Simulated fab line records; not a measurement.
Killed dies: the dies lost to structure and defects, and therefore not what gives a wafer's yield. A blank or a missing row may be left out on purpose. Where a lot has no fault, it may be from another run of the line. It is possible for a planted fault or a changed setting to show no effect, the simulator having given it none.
Matching of chambers    flow sky130    SKY_VIA1_ETCH_15 on rieDiel-01: 4 sister chambers
The step etches SiO2 in C4F8/O2/Ar, stops on TiN, target depth 351 nm, time 54 s. 27 wafers are shown with their chamber, then 12 later ones without.

== WAFERS, EACH WITH ITS CHAMBER ==
wafer   chamber  oesProductAu (a.u.)
L076.1  0        0.975
L076.5  2        0.972
L076.6  1        0.977
L082.3  3        0.980
L082.4  2        0.985
L082.5  2        0.980
L081.1  1        0.979
L081.2  2        0.983
L081.3  3        0.976
L081.4  0        0.975
L081.5  2        0.983
L081.6  1        0.978
L085.3  1        0.976
L085.5  1        0.981
L085.6  0        0.972
L086.2  2        0.979
L086.5  0        0.973
L086.6  1        0.979
L091.2  0        0.980
L091.5  0        0.975
L091.6  1        0.978
L092.1  2        0.984
L092.2  1        0.978
L092.5  2        0.975
L094.1  3        0.972
L094.2  1        0.975
L094.3  2        0.984

SIGNATURES, as means of the wafers listed above
reading       chamber 0  chamber 1  chamber 2  chamber 3  scatter within a chamber
oesProductAu  0.97500    0.97789    0.98056    0.97600    0.00334
Rule: for a wafer and a chamber, the distance is found by dividing, reading by reading, the gap between the wafer's reading and the chamber's mean by the reading's scatter, squaring, summing and taking the root. If the next closest chamber is less than 2 further off than the closest, the wafer can't be placed; otherwise it belongs to the closest. The scatter: take each reading less its chamber's mean, square it, sum over the shown wafers, divide by the number of wafers less the number of chambers, and take the root.

== WAFERS WITH NO CHAMBER GIVEN ==
wafer   oesProductAu (a.u.)
L094.4  0.963
L094.5  0.980
L094.6  0.970
L096.1  0.977
L096.2  0.967
L096.3  0.986
L096.4  0.973
L096.5  0.975
L096.6  0.970
L097.2  0.976
L097.5  0.965
L097.6  0.976

== WHICH CHAMBER EACH WENT THROUGH ==
wafer   from the rows above                in truth
L094.4  can't be placed: 0 or 3 or 1 or 2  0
L094.5  can't be placed: 2 or 1 or 3 or 0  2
L094.6  can't be placed: 0 or 3 or 1 or 2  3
L096.1  can't be placed: 1 or 3 or 0 or 2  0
L096.2  can't be placed: 0 or 3 or 1 or 2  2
L096.3  can't be placed: 2 or 1 or 3 or 0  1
L096.4  can't be placed: 0 or 3 or 1 or 2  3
L096.5  can't be placed: 0 or 3 or 1 or 2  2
L096.6  can't be placed: 0 or 3 or 1 or 2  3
L097.2  can't be placed: 3 or 0 or 1 or 2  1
L097.5  can't be placed: 0 or 3 or 1 or 2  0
L097.6  can't be placed: 3 or 0 or 1 or 2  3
Correctly placed: 0 of 12. From these rows, 12 cannot be placed; in 12 the true chamber is one of the candidates. 0 placed wrongly.
